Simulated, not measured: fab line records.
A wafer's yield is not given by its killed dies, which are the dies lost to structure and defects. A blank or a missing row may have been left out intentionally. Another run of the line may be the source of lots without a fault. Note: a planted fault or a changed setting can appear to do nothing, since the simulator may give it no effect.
fab line records | flow sky130
record: lots: 5 wafers: 15 lastDay: 50
route steps=708 shown LOCAL_INTERCONNECT@404 CONTACT@406 METAL1@434
lots that met no fault: taken from a fault-free run of the same line
startH: hours from the record's opening day to when the first of the lot's shown wafers began | waitH: how many hours have passed since the lot's step before this one | " as in the row above | L1.1+2: several wafers, shown together as one row | - no value present, or no start provided | * or withheld: withheld | < > ~ a bound
route shown NAME@n: a module of which the file shows steps, and the number in the route of the first | usual: mean/standard deviation of fault-free wafers | same: alike in all rows | chamber/n: place in a boat | sites: each site's reading | _std_site: standard deviation across them | _edge_site: inner sites' mean taken away from outer sites' mean | radiusMm: how far each site lies from the wafer's centre | mask NAME#n: copy n | behind: the last tool/chamber to shape the wafer | hold: why the lot went on hold/how many hours it stayed there/how the hold came to an end | device: the n, p or np transistor that did not switch | end of line: at the end of the route, the tests of the same wafers | for a step that has no rows: nothing shown but its recipe | killed: the dies lost at the first sort to structure and to defects; this is not the yield of the wafer | map: per-die view of a wafer (x killed, . not killed, _ where there is no die)
set.NAME: the setting as run; set.NAME@STEP: as run at that earlier step | model.NAME: the simulator's own value behind a step, which no gauge read
lots at selected steps of the route; one table per step, one row per wafer
services: a tool's chamber out of use, with start hour (startH, from the record's first day; less than 0 if before it), hours out, and reason
== steps ==
step: SKY_LOCAL_INTERCONNECT_CLEAN_17
recipe: chemistry: IPA timeS: 180 tempC: 25
columns lot.wafer tool chamber startH waitH
L079.1+4+6 wetBench-01 0 745.62 0.0
L080.2+3+6 wetBench-01 1 755.01 0.0
L088.2+3+5 wetBench-03 0 816.93 0.0
L096.1+4+6 wetBench-03 2 872.56 0.0
L097.2+3+4 wetBench-02 3 878.14 0.0
step: SKY_LOCAL_INTERCONNECT_CLEAN_18
recipe: chemistry: O3/DIW dry: n2Spin
columns lot.wafer tool chamber startH waitH
L079.1+4+6 wetBench-02 0 745.68 0.0
L080.2+3+6 wetBench-03 1 755.08 0.0
L088.2+3+5 wetBench-02 1 816.99 0.0
L096.1+4+6 wetBench-02 0 872.62 0.0
L097.2+3+4 wetBench-01 2 878.20 0.0
step: SKY_CONTACT_CVD_00
recipe: material: Si3N4 targetThkNm: 75 tempC: 400 timeS: withheld rfW: 450
usual: heaterPowerOuterW: 449/69 heaterPowerW: 750/110
columns lot.wafer tool chamber startH waitH heaterPowerOuterW heaterPowerW
L079.1 pecvd-01 0 745.78 0.0 402 685
L079.4 " 0 " " 409 656
L079.6 " 1 " " 400 666
L080.2 pecvd-03 0 755.17 0.0 604 989
L080.3 " 2 " " 469 726
L080.6 " 0 " " 600 997
L088.2 pecvd-01 2 817.08 0.0 434 751
L088.3 " 0 " " 446 733
L088.5 " 1 " " 426 720
L096.1 pecvd-01 1 872.71 0.0 471 724
L096.4 " 0 " " 466 758
L096.6 " 1 " " 469 747
L097.2 pecvd-02 0 878.29 0.0 495 810
L097.3 " 2 " " 351 675
L097.4 " 0 " " 486 833
step: SKY_CONTACT_THK_MEAS_01
recipe: reads: Si3N4_of_CONTACT_CVD_00
usual: CONTACT_CVD_00_THK: 75.1/0.87
columns lot.wafer tool chamber startH waitH CONTACT_CVD_00_THK[nm]
L079.1 filmMetro-01 - 745.81 - 74.1
L079.4 " - " " 75.8
L079.6 " - " " 76.3
L080.2 filmMetro-04 - 755.21 - 75.5
L080.3 " - " " 74.1
L080.6 " - " " 75.4
L088.2 filmMetro-01 - 817.13 - 74.2
L088.3 " - " " 74.5
L088.5 " - " " 75.7
L096.1 filmMetro-04 - 872.74 - 73.1
L096.4 " - " " 75.0
L096.6 " - " " 74.8
L097.2 filmMetro-03 - 878.33 - 74.2
L097.3 " - " " 75.8
L097.4 " - " " 75.0
step: SKY_CONTACT_HDPCVD_02
recipe: material: SiO2 targetThkNm: 565 sigmaOpenFrac: 0.3 timeS: 94.2 tempC: 600 sih4FlowSccm: 60 pressureMtorr: 6
columns lot.wafer tool chamber startH waitH
L079.1+4+6 hdpcvd-02 0,0,1 745.87 0.1
L080.2+3+6 hdpcvd-02 0,2,0 755.26 0.0
L088.2+3+5 hdpcvd-01 1,0,2 817.18 0.0
L096.1+4+6 hdpcvd-01 1,1,0 872.80 0.1
L097.2+3+4 hdpcvd-02 1,0,1 878.38 0.0
step: SKY_CONTACT_THK_MEAS_03
recipe: reads: SiO2_of_CONTACT_HDPCVD_02
usual: CONTACT_HDPCVD_THK: 564/6.6
columns lot.wafer tool chamber startH waitH CONTACT_HDPCVD_THK[nm]
L079.1 filmMetro-03 - 745.94 0.0 567
L079.4 " - " " 572
L079.6 " - " " 563
L080.2 filmMetro-03 - 755.34 0.0 559
L080.3 " - " " 560
L080.6 " - " " 565
L088.2 filmMetro-03 - 817.26 0.0 564
L088.3 " - " " 558
L088.5 " - " " 565
L096.1 filmMetro-03 - 872.87 0.0 570
L096.4 " - " " 568
L096.6 " - " " 561
L097.2 filmMetro-04 - 878.46 0.0 576
L097.3 " - " " 575
L097.4 " - " " 574
step: SKY_CONTACT_CMP_04
recipe: material: SiO2 downForcePsi: 4 platenRpm: 60 padVelocityMS: 0.94248
usual: motorCurrentA: 11.9/1.1 timeToEndpointS: 83/4
columns lot.wafer tool chamber startH waitH motorCurrentA timeToEndpointS
L079.1 cmp-02 3 746.18 0.2 11.5 77
L079.4 " 0 " " 10.4 85
L079.6 " 2 " " 11.1 83
L080.2 cmp-02 2 755.49 0.1 11.6 83
L080.3 " 3 " " 12.0 80
L080.6 " 0 " " 10.0 85
L088.2 cmp-02 3 817.36 0.1 11.4 80
L088.3 " 1 " " 13.1 78
L088.5 " 2 " " 11.1 85
L096.4 cmp-02 2 872.93 0.0 10.8 85
L096.1 " 3 " " 11.3 79
L096.6 " 2 " " 11.0 81
L097.3 cmp-01 3 878.51 0.0 13.0 85
L097.2 " 0 " " 12.8 90
L097.4 " 2 " " 11.8 87
step: SKY_CONTACT_BOW_MEAS_05
recipe: mode: bow
usual: CONTACT_BOW: 83/7.3
columns lot.wafer tool chamber startH waitH CONTACT_BOW[um]
L079.1 filmMetro-03 - 746.43 0.2 89
L079.4 " - " " 94
L079.6 " - " " 84
L080.2 filmMetro-01 - 755.71 0.2 90
L080.3 " - " " 85
L080.6 " - " " 86
L088.2 filmMetro-03 - 817.63 0.2 91
L088.3 " - " " 89
L088.5 " - " " 84
L096.1 filmMetro-01 - 873.23 0.2 75
L096.4 " - " " 90
L096.6 " - " " 98
L097.2 filmMetro-01 - 878.83 0.2 77
L097.3 " - " " 74
L097.4 " - " " 84
step: SKY_CONTACT_DEHYDRATE_06
recipe: tempC: 200 timeS: 60
usual: chillPlateTempC: 23.00/0.11 resistLineTempC: 23.01/0.092
columns lot.wafer tool chamber startH waitH chillPlateTempC resistLineTempC
L079.1 lithoTrack-01 0 758.88 12.4 22.82 22.95
L079.4 " 0 " " 22.91 23.01
L079.6 " 0 " " 22.76 22.96
L080.2 lithoTrack-01 0 768.00 12.3 22.96 23.27
L080.3 " 0 " " 23.08 23.14
L080.6 " 0 " " 23.06 23.11
L088.2 lithoTrack-02 0 829.87 12.2 22.86 23.11
L088.3 " 0 " " 22.90 22.99
L088.5 " 0 " " 22.98 22.98
L096.1 lithoTrack-03 0 885.79 12.5 22.69 23.21
L096.4 " 0 " " 22.97 23.07
L096.6 " 0 " " 23.08 23.24
L097.2 lithoTrack-03 0 891.56 12.7 23.01 22.98
L097.3 " 0 " " 22.86 23.17
L097.4 " 0 " " 23.09 23.01
step: SKY_CONTACT_HMDS_07
recipe: primeTimeS: 60 primeTempC: 120
usual: chillPlateTempC: 23.01/0.081 resistLineTempC: 22.99/0.11
columns lot.wafer tool chamber startH waitH chillPlateTempC resistLineTempC
L079.1 lithoTrack-01 0 759.03 0.1 22.95 22.97
L079.4 " 0 " " 23.00 23.07
L079.6 " 0 " " 23.05 23.22
L080.2 lithoTrack-01 0 768.15 0.1 23.05 23.03
L080.3 " 0 " " 23.08 22.94
L080.6 " 0 " " 23.08 23.12
L088.2 lithoTrack-02 0 830.02 0.1 22.94 22.90
L088.3 " 0 " " 23.11 22.92
L088.5 " 0 " " 23.05 23.05
L096.1 lithoTrack-03 0 885.94 0.1 23.07 22.96
L096.4 " 0 " " 23.06 22.91
L096.6 " 0 " " 22.85 23.02
L097.2 lithoTrack-03 0 891.71 0.1 23.08 22.84
L097.3 " 0 " " 23.02 22.94
L097.4 " 0 " " 23.08 22.86
step: SKY_CONTACT_COAT_08
recipe: resist: BARC tempC: withheld timeS: withheld spinRpm: 3000 resistThkNm: 60
usual: chillPlateTempC: * resistLineTempC: * spinSpeedRpm: 2999.5/2
columns lot.wafer tool chamber startH waitH chillPlateTempC resistLineTempC spinSpeedRpm
L079.1 lithoTrack-01 0 759.18 0.1 * * 3002.1
L079.4 " 0 " " * * 3002.6
L079.6 " 0 " " * * 2998.8
L080.2 lithoTrack-01 0 768.30 0.1 * * 3000.9
L080.3 " 0 " " * * 2999.2
L080.6 " 0 " " * * 3002.1
L088.2 lithoTrack-02 0 830.17 0.1 * * 3001.1
L088.3 " 0 " " * * 3000.5
L088.5 " 0 " " * * 3000.4
L096.1 lithoTrack-03 0 886.09 0.1 * * 2996.1
L096.4 " 0 " " * * 2995.7
L096.6 " 0 " " * * 2997.1
L097.2 lithoTrack-03 0 891.86 0.1 * * 2998.8
L097.3 " 0 " " * * 2998.4
L097.4 " 0 " " * * 3001.5
step: SKY_CONTACT_COAT_09
recipe: resist: KrF-thick spinRpm: 3000 resistThkNm: 450
usual: chillPlateTempC: 22.99/0.093 resistLineTempC: 23.01/0.12 spinSpeedRpm: 3000.4/2.1
columns lot.wafer tool chamber startH waitH chillPlateTempC resistLineTempC spinSpeedRpm
L079.1 lithoTrack-01 0 - - 22.98 23.15 3000.2
L079.4 " 0 " " 22.89 23.13 3000.3
L079.6 " 0 " " 22.93 23.03 2997.6
L080.2 lithoTrack-01 0 - - 23.00 23.08 2999.7
L080.3 " 0 " " 23.00 23.23 3002.1
L080.6 " 0 " " 23.06 23.05 3002.3
L088.2 lithoTrack-02 0 - - 22.80 22.84 2999.5
L088.3 " 0 " " 22.96 22.89 3003.5
L088.5 " 0 " " 22.96 23.13 3000.5
L096.1 lithoTrack-03 0 - - 22.95 23.17 3001.9
L096.4 " 0 " " 22.89 23.05 3003.0
L096.6 " 0 " " 23.01 22.91 3000.1
L097.2 lithoTrack-03 0 - - 23.23 22.95 3002.3
L097.3 " 0 " " 23.12 22.83 2999.4
L097.4 " 0 " " 23.10 22.98 3002.0
step: SKY_CONTACT_SOFTBAKE_10
recipe: tempC: 100 timeS: 90 resist: KrF-thick
usual: chillPlateTempC: 23.00/0.096 resistLineTempC: 22.97/0.11
columns lot.wafer tool chamber startH waitH chillPlateTempC resistLineTempC
L079.1 lithoTrack-01 0 - - 22.86 22.73
L079.4 " 0 " " 23.14 22.83
L079.6 " 0 " " 23.04 22.88
L080.2 lithoTrack-01 0 - - 22.89 22.89
L080.3 " 0 " " 22.83 22.87
L080.6 " 0 " " 23.05 23.18
L088.2 lithoTrack-02 0 - - 22.78 23.18
L088.3 " 0 " " 22.94 22.92
L088.5 " 0 " " 22.96 23.04
L096.1 lithoTrack-03 0 - - 22.87 23.04
L096.4 " 0 " " 22.99 22.93
L096.6 " 0 " " 22.94 23.00
L097.2 lithoTrack-03 0 - - 23.13 22.95
L097.3 " 0 " " 23.06 22.99
L097.4 " 0 " " 22.96 22.95
step: SKY_CONTACT_EXPOSE_11
recipe: maskId: CTM1 na: 0.8 sourceShape: annular sigmaInner: 0.55 sigmaOuter: 0.85 targetCdNm: 170 doseMj: 38
usual: exposureDoseMJCm2: 38.00/0.034 focusOffsetNm: -0.1/0.47
columns lot.wafer tool chamber startH waitH mask exposureDoseMJCm2 focusOffsetNm
L079.1 krfScanner-01 0 - - CTM1#0 37.97 0.2
L079.4 " 0 " " CTM1#0 37.95 0.1
L079.6 " 0 " " CTM1#0 37.98 -0.2
L080.2 krfScanner-01 0 - - CTM1#0 38.02 -0.2
L080.3 " 0 " " CTM1#0 38.00 -0.4
L080.6 " 0 " " CTM1#0 38.05 -0.2
L088.2 krfScanner-01 0 - - CTM1#0 37.96 0.3
L088.3 " 0 " " CTM1#0 38.01 0.3
L088.5 " 0 " " CTM1#0 37.93 0.1
L096.1 krfScanner-01 0 - - CTM1#0 38.01 -0.3
L096.4 " 0 " " CTM1#0 37.99 0.1
L096.6 " 0 " " CTM1#0 38.04 0.3
L097.2 krfScanner-01 0 - - CTM1#0 38.07 0.5
L097.3 " 0 " " CTM1#0 38.00 0.0
L097.4 " 0 " " CTM1#0 38.00 0.3
step: SKY_CONTACT_PEB_12
recipe: pebTempC: withheld pebTimeS: withheld resist: KrF-thick
usual: chillPlateTempC: * resistLineTempC: *
columns lot.wafer tool chamber startH waitH chillPlateTempC resistLineTempC
L079.1 lithoTrack-03 0 - - * *
L079.4 " 0 " " * *
L079.6 " 0 " " * *
L080.2 lithoTrack-03 0 - - * *
L080.3 " 0 " " * *
L080.6 " 0 " " * *
L088.2 lithoTrack-01 0 - - * *
L088.3 " 0 " " * *
L088.5 " 0 " " * *
L096.1 lithoTrack-01 0 - - * *
L096.4 " 0 " " * *
L096.6 " 0 " " * *
L097.2 lithoTrack-01 0 - - * *
L097.3 " 0 " " * *
L097.4 " 0 " " * *
step: SKY_CONTACT_DEVELOP_13
recipe: developTimeS: 60 resist: KrF-thick devTempC: 21
usual: chillPlateTempC: 22.99/0.096 resistLineTempC: 22.97/0.11
columns lot.wafer tool chamber startH waitH chillPlateTempC resistLineTempC
L079.1 lithoTrack-03 0 - - 22.91 22.91
L079.4 " 0 " " 22.95 22.98
L079.6 " 0 " " 22.93 23.02
L080.2 lithoTrack-03 0 - - 22.94 23.03
L080.3 " 0 " " 22.90 23.03
L080.6 " 0 " " 22.95 23.07
L088.2 lithoTrack-01 0 - - 22.95 22.95
L088.3 " 0 " " 23.05 22.91
L088.5 " 0 " " 22.97 22.87
L096.1 lithoTrack-01 0 - - 22.99 22.76
L096.4 " 0 " " 23.05 22.87
L096.6 " 0 " " 22.90 22.76
L097.2 lithoTrack-01 0 - - 23.10 23.16
L097.3 " 0 " " 23.12 23.08
L097.4 " 0 " " 23.14 23.01
step: SKY_CONTACT_CD_MEAS_14
recipe: targetCdNm: 170
usual: cdNm: 169.3/1.6
columns lot.wafer tool chamber startH waitH cdNm
L079.1 cdSem-02 - 772.59 - 171.6
L079.4 " - " " 169.7
L079.6 " - " " 170.5
L080.2 cdSem-01 - 781.51 - 168.8
L080.3 " - " " 168.2
L080.6 " - " " 167.7
L088.2 cdSem-01 - 843.25 - 171.4
L088.3 " - " " 170.2
L088.5 " - " " 170.3
L096.1 cdSem-02 - 898.93 - 168.3
L096.4 " - " " 169.7
L096.6 " - " " 169.8
L097.2 cdSem-01 - 905.15 - 167.0
L097.3 " - " " 169.4
L097.4 " - " " 167.3
step: SKY_CONTACT_OVL_MEAS_15
usual: CONTACT_OVL: 0/4.4
columns lot.wafer tool chamber startH waitH CONTACT_OVL[nm]
L079.1 overlay-02 - 772.71 0.1 -4
L079.4 " - " " -6
L079.6 " - " " -5
L080.2 overlay-01 - 781.61 0.1 -8
L080.3 " - " " -4
L080.6 " - " " -8
L088.2 overlay-02 - 843.36 0.1 4
L088.3 " - " " 1
L088.5 " - " " -2
L096.1 overlay-02 - 899.05 0.1 5
L096.4 " - " " 4
L096.6 " - " " 0
L097.2 overlay-02 - 905.26 0.1 2
L097.3 " - " " 2
L097.4 " - " " -1
step: SKY_CONTACT_ETCH_16
recipe: chemistry: N2/H2 target: BARC ionEnergyEv: 200 sourceW: 500 biasW: 100 pressureMtorr: 30 n2FlowSccm: 100 h2FlowSccm: 200 stopOn: SiO2 timeS: 45.9 targetDepthA: 600
usual: drypumpMotorCurrentA: 5.7/0.51 n2FlowSccm: 100.02/0.29 oesProductAu: 0.855/0.0051 throttleValvePct: 13.226/0.0089
columns lot.wafer tool chamber startH waitH drypumpMotorCurrentA n2FlowSccm oesProductAu rfHoursCounterH throttleValvePct
L079.1 rieDiel-04 2 772.74 0.0 5.6 100.28 0.862 16 13.233
L079.4 " 0 " " 4.8 100.39 0.860 16 13.239
L079.6 " 1 " " 5.2 99.32 0.856 - 13.229
L080.2 rieDiel-04 1 781.64 0.0 5.2 99.74 0.866 4 13.227
L080.3 " 2 " " 5.6 100.26 0.848 16 13.225
L080.6 " 2 " " 5.6 99.90 0.859 - 13.227
L088.2 rieDiel-02 0 843.39 0.0 5.5 99.52 0.863 1 13.232
L088.3 " 3 " " 5.6 99.99 0.855 9 13.221
L088.5 " 3 " " 5.6 99.73 0.859 - 13.223
L096.1 rieDiel-02 0 899.09 0.0 5.5 100.35 0.843 3 13.242
L096.4 " 3 " " 5.6 100.03 0.857 10 13.225
L096.6 " 0 " " 5.5 99.88 0.861 - 13.219
L097.2 rieDiel-03 1 905.29 0.0 6.3 100.36 0.849 9 13.222
L097.3 " 3 " " 5.7 99.87 0.850 14 13.233
L097.4 " 0 " " 6.6 100.29 0.855 14 13.229
step: SKY_CONTACT_ETCH_17
recipe: target: SiO2 chemistry: C4F8/O2/Ar stopOn: Si3N4 maskMaterial: KrF-thick sourceW: 1500 biasW: 1200 pressureMtorr: 40 c4f8FlowSccm: withheld O2_flow_sccm: 6 Ar_flow_sccm: 300 timeS: withheld targetDepthA: 3400
usual: oesProductAu: 0.891/0.0053
columns lot.wafer tool chamber startH waitH oesProductAu
L079.1 rieDiel-04 2 772.79 0.0 0.896
L079.4 " 0 " " 0.888
L079.6 " 1 " " 0.901
L080.2 rieDiel-04 1 781.69 0.0 0.899
L080.3 " 2 " " 0.886
L080.6 " 2 " " 0.889
L088.2 rieDiel-02 0 843.43 0.0 0.884
L088.3 " 3 " " 0.888
L088.5 " 3 " " 0.890
L096.1 rieDiel-02 0 899.13 0.0 0.892
L096.4 " 3 " " 0.879
L096.6 " 0 " " 0.894
L097.2 rieDiel-03 1 905.33 0.0 0.888
L097.3 " 3 " " 0.899
L097.4 " 0 " " 0.897
step: SKY_CONTACT_ETCH_18
recipe: target: Si3N4 chemistry: CHF3/O2 stopOn: TiN sourceW: 600 biasW: 200 pressureMtorr: 40 chf3FlowSccm: 50 O2_flow_sccm: 5 timeS: 39 targetDepthA: 750
usual: drypumpMotorCurrentA: 5.7/0.51 oesProductAu: 0.855/0.0074 throttleValvePct: 8.793/0.0095
columns lot.wafer tool chamber startH waitH drypumpMotorCurrentA oesProductAu rfHoursCounterH throttleValvePct
L079.1 rieDiel-04 2 - - 5.6 0.847 16 8.793
L079.4 " 0 " " 4.8 0.856 16 8.798
L079.6 " 1 " " 5.1 0.873 - 8.791
L080.2 rieDiel-04 1 - - 5.1 0.860 4 8.788
L080.3 " 2 " " 5.6 0.854 16 8.788
L080.6 " 2 " " 5.6 0.850 - 8.785
L088.2 rieDiel-02 0 - - 5.5 0.852 1 8.791
L088.3 " 3 " " 5.7 0.849 9 8.766
L088.5 " 3 " " 5.7 0.867 - 8.796
L096.1 rieDiel-02 0 - - 5.5 0.841 3 8.811
L096.4 " 3 " " 5.7 0.867 10 8.792
L096.6 " 0 " " 5.5 0.849 - 8.788
L097.2 rieDiel-03 1 - - 6.2 0.846 9 8.794
L097.3 " 3 " " 5.7 0.861 14 8.781
L097.4 " 0 " " 6.6 0.851 14 8.789
step: SKY_CONTACT_STRIP_19
recipe: chemistry: O2/N2 powerW: 1400 pressureMtorr: 1500 platenTempC: withheld o2FlowSccm: 3000 n2FlowSccm: 300 overashFraction: 0.5
usual: drypumpMotorCurrentA: 5.6/0.34 n2FlowSccm: 299.9/0.88 oesProductAu: 0.381/0.0042 stripTimeToEndpointS: 3.622/0.022
columns lot.wafer tool chamber startH waitH drypumpMotorCurrentA n2FlowSccm oesProductAu rfHoursCounterH stripTimeToEndpointS
L079.1 plasmaAsher-04 0 772.88 - 5.7 300.1 0.380 62 3.622
L079.4 " 1 " " 5.7 300.2 0.385 - 3.620
L079.6 " 1 " " 5.7 300.6 0.376 - 3.624
L080.2 plasmaAsher-02 1 781.78 - 6.4 300.2 0.382 4 3.655
L080.3 " 0 " " 5.6 300.2 0.377 - 3.640
L080.6 " 1 " " 6.4 300.4 0.383 - 3.671
L088.2 plasmaAsher-03 0 843.52 - 5.3 299.6 0.379 98 3.629
L088.3 " 1 " " 5.2 300.0 0.380 - 3.622
L088.5 " 0 " " 5.3 299.1 0.384 - 3.646
L096.1 plasmaAsher-03 1 899.22 - 5.2 301.1 0.376 104 3.648
L096.4 " 1 " " 5.2 300.8 0.379 - 3.664
L096.6 " 0 " " 5.3 298.0 0.381 - 3.641
L097.2 plasmaAsher-04 0 905.42 - 5.7 299.7 0.383 76 3.623
L097.3 " 1 " " 5.8 298.6 0.383 - 3.642
L097.4 " 0 " " 5.7 301.7 0.387 - 3.632
step: SKY_CONTACT_STRIP_20
recipe: chemistry: postEtchResidueRemover timeS: 1200 tempC: 72.5
columns lot.wafer tool chamber startH waitH
L079.1+4+6 wetBench-02 2 772.98 0.1
L080.2+3+6 wetBench-02 2 781.88 0.1
L088.2+3+5 wetBench-04 0 843.62 0.1
L096.1+4+6 wetBench-02 1 899.32 0.1
L097.2+3+4 wetBench-02 2 905.52 0.1
step: SKY_CONTACT_CLEAN_21
recipe: chemistry: IPA timeS: 180 tempC: 25
columns lot.wafer tool chamber startH waitH
L079.1+4+6 wetBench-04 3 773.32 0.0
L080.2+3+6 wetBench-04 2 782.25 0.0
L088.2+3+5 wetBench-02 3 843.96 0.0
L096.1+4+6 wetBench-03 0 899.66 0.0
L097.2+3+4 wetBench-03 1 905.86 0.0
step: SKY_CONTACT_CLEAN_22
recipe: chemistry: O3/DIW dry: n2Spin
columns lot.wafer tool chamber startH waitH
L079.1+4+6 wetBench-03 0 773.38 0.0
L080.2+3+6 wetBench-03 2 782.31 0.0
L088.2+3+5 wetBench-03 3 844.02 0.0
L096.1+4+6 wetBench-04 3 899.72 0.0
L097.2+3+4 wetBench-04 3 905.92 0.0
step: SKY_CONTACT_SPUTTER_23
recipe: material: TiN targetThkNm: 20 chamberPressurePa: 5 powerW: 4000 timeS: 80
usual: throttleValvePct: 30.1/1.1
columns lot.wafer tool chamber startH waitH throttleValvePct
L079.1 pvdSputter-02 - 773.49 0.0 30.7
L079.4 " - " " 29.0
L079.6 " - " " 31.1
L080.2 pvdSputter-04 - 782.40 0.0 30.5
L080.3 " - " " 29.9
L080.6 " - " " 29.1
L088.2 pvdSputter-03 - 844.11 0.0 30.3
L088.3 " - " " 30.2
L088.5 " - " " 28.7
L096.1 pvdSputter-03 - 899.82 0.0 30.6
L096.4 " - " " 28.8
L096.6 " - " " 30.2
L097.2 pvdSputter-04 - 906.01 0.0 30.7
L097.3 " - " " 29.2
L097.4 " - " " 30.5
step: SKY_CONTACT_CVD_24
recipe: material: W targetThkNm: 340 timeS: 102.12 tempC: 400 pressureTorr: 40
usual: heaterPowerOuterW: 502/53 heaterPowerW: 806/110
columns lot.wafer tool chamber startH waitH heaterPowerOuterW heaterPowerW
L079.1 cvdW-01 1 773.55 0.0 552 947
L079.4 " 0 " " 506 811
L079.6 " 0 " " 508 820
L080.2 cvdW-01 0 782.46 0.0 514 796
L080.3 " 1 " " 557 961
L080.6 " 0 " " 514 844
L088.2 cvdW-02 1 844.17 0.0 518 848
L088.3 " 1 " " 518 831
L088.5 " 0 " " 418 645
L096.1 cvdW-02 0 899.88 0.0 424 642
L096.4 " 0 " " 409 649
L096.6 " 0 " " 410 632
L097.2 cvdW-01 0 906.11 0.1 513 820
L097.3 " 0 " " 522 839
L097.4 " 0 " " 516 827
step: SKY_CONTACT_RS_MEAS_25
recipe: thkMeasGauge: four-point-probe reads: W_of_CONTACT_CVD_24+TiN_of_CONTACT_SPUTTER_23
usual: CONTACT_W_RS: 0.337/0.0038
columns lot.wafer tool chamber startH waitH CONTACT_W_RS[ohm/sq]
L079.1 filmMetro-03 - 773.66 0.1 0.334
L079.4 " - " " 0.340
L079.6 " - " " 0.342
L080.2 filmMetro-03 - 782.59 0.1 0.341
L080.3 " - " " 0.340
L080.6 " - " " 0.341
L088.2 filmMetro-04 - 844.30 0.1 0.338
L088.3 " - " " 0.338
L088.5 " - " " 0.336
L096.1 filmMetro-03 - 899.99 0.1 0.331
L096.4 " - " " 0.328
L096.6 " - " " 0.332
L097.2 filmMetro-01 - 906.31 0.2 0.344
L097.3 " - " " 0.344
L097.4 " - " " 0.342
step: SKY_CONTACT_THK_MEAS_26
recipe: thkMeasGauge: xrf reads: W_of_CONTACT_CVD_24
usual: CONTACT_W_THK: 340/4.1
columns lot.wafer tool chamber startH waitH CONTACT_W_THK[nm]
L079.1 filmMetro-03 - 773.78 0.1 341
L079.4 " - " " 337
L079.6 " - " " 335
L080.2 filmMetro-03 - 782.70 0.1 337
L080.3 " - " " 337
L080.6 " - " " 337
L088.2 filmMetro-04 - 844.41 0.1 340
L088.3 " - " " 339
L088.5 " - " " 343
L096.1 filmMetro-03 - 900.11 0.1 343
L096.4 " - " " 350
L096.6 " - " " 345
L097.2 filmMetro-01 - 906.42 0.1 336
L097.3 " - " " 337
L097.4 " - " " 337
step: SKY_CONTACT_CMP_27
recipe: stopOn: SiO2 tOverpolishS: 15 downForcePsi: 3.5 platenRpm: 60 targetThkNm: 0 padVelocityMS: 0.94248
usual: motorCurrentA: 10.9/1.1 overpolishRunS: 15.001/0.009 timeToEndpointS: 82.0/2.7
columns lot.wafer tool chamber startH waitH motorCurrentA overpolishRunS timeToEndpointS
L079.1 cmp-02 3 773.94 0.1 10.7 15.012 80.0
L079.4 " 0 " " 9.4 15.003 80.3
L079.6 " 1 " " 12.3 14.986 76.3
L080.2 cmp-01 3 782.80 0.1 12.0 15.007 78.7
L080.3 " 1 " " 10.3 15.001 85.2
L080.6 " 3 " " 11.8 14.996 81.7
L088.2 cmp-02 2 844.56 0.1 9.9 14.998 80.4
L088.3 " 3 " " 10.2 15.007 77.3
L088.5 " 1 " " 12.4 15.005 80.0
L096.1 cmp-02 3 900.17 0.1 10.4 15.015 80.9
L096.4 " 2 " " 9.7 15.015 82.2
L096.6 " 0 " " 9.7 14.991 84.8
L097.4 cmp-02 3 906.47 0.0 10.3 14.993 76.0
L097.2 " 1 " " 12.6 15.000 81.1
L097.3 " 2 " " 10.2 15.002 85.3
step: SKY_METAL1_SPUTTER_00
recipe: material: Ti targetThkNm: 15 powerW: 3000 timeS: 10 chamberPressurePa: 0.4
usual: throttleValvePct: 29.6/0.71
columns lot.wafer tool chamber startH waitH throttleValvePct
L079.1 pvdSputter-03 - 774.14 0.1 30.2
L079.4 " - " " 28.6
L079.6 " - " " 29.2
L080.2 pvdSputter-01 - 783.05 0.2 29.8
L080.3 " - " " 28.4
L080.6 " - " " 30.6
L088.2 pvdSputter-01 - 844.76 0.1 28.4
L088.3 " - " " 29.9
L088.5 " - " " 29.0
L096.1 pvdSputter-04 - 900.47 0.2 28.9
L096.4 " - " " 30.5
L096.6 " - " " 30.6
L097.2 pvdSputter-03 - 906.77 0.1 30.6
L097.3 " - " " 29.9
L097.4 " - " " 28.7
step: SKY_METAL1_SPUTTER_01
recipe: material: TiN targetThkNm: 20 powerW: 6500 timeS: 16.7 chamberPressurePa: 0.4
usual: throttleValvePct: 29.6/0.71
columns lot.wafer tool chamber startH waitH throttleValvePct
L079.1 pvdSputter-03 - 774.17 0.0 30.2
L079.4 " - " " 28.5
L079.6 " - " " 29.3
L080.2 pvdSputter-01 - 783.07 0.0 30.2
L080.3 " - " " 28.5
L080.6 " - " " 30.5
L088.2 pvdSputter-01 - 844.78 0.0 28.4
L088.3 " - " " 29.8
L088.5 " - " " 29.0
L096.1 pvdSputter-04 - 900.49 0.0 29.2
L096.4 " - " " 30.6
L096.6 " - " " 30.7
L097.2 pvdSputter-03 - 906.79 0.0 30.1
L097.3 " - " " 30.1
L097.4 " - " " 28.6
step: SKY_METAL1_SPUTTER_02
recipe: material: AlCu targetThkNm: 250 powerW: 10600 timeS: 13.3 chamberPressurePa: 0.4
usual: throttleValvePct: 29.6/0.72
columns lot.wafer tool chamber startH waitH throttleValvePct
L079.1 pvdSputter-03 - 774.20 0.0 30.2
L079.4 " - " " 28.5
L079.6 " - " " 28.9
L080.2 pvdSputter-01 - 783.10 0.0 29.5
L080.3 " - " " 28.6
L080.6 " - " " 30.5
L088.2 pvdSputter-01 - 844.81 0.0 28.6
L088.3 " - " " 29.8
L088.5 " - " " 29.0
L096.1 pvdSputter-04 - 900.52 0.0 29.2
L096.4 " - " " 30.4
L096.6 " - " " 30.6
L097.2 pvdSputter-03 - 906.82 0.0 30.0
L097.3 " - " " 29.9
L097.4 " - " " 28.6
== services ==
columns tool chamber startH hours kind
wetBench-01 - 724.37 4.4 pm
pvdSputter-01 - 725.00 4.7 repair
rieDiel-02 - 734.43 0.1 repair
cvdW-01 - 735.61 2.8 pm
rieDiel-04 1 735.87 1.7 repair
rieDiel-03 - 738.83 0.2 repair
pvdSputter-03 - 742.39 6.1 repair
wetBench-02 - 754.17 2.8 repair
cmp-02 - 758.72 0.2 repair
wetBench-03 - 767.67 5.2 repair
krfScanner-01 - 770.28 1.0 pm
rieDiel-02 - 784.64 0.4 repair
cmp-02 - 791.76 1.2 repair
rieDiel-04 3 793.42 18.2 repair
krfScanner-01 - 801.07 1.3 pm
rieDiel-02 1 812.27 1.3 repair
krfScanner-01 - 815.18 0.8 pm
cmp-02 - 826.93 1.5 repair
cmp-02 - 849.84 2.2 repair
pvdSputter-04 - 849.85 2.1 repair
rieDiel-04 3 870.59 6.4 repair
pvdSputter-03 - 870.84 1.2 repair
wetBench-02 - 891.49 2.0 repair
wetBench-03 - 906.39 4.4 pm
== key ==
fault none
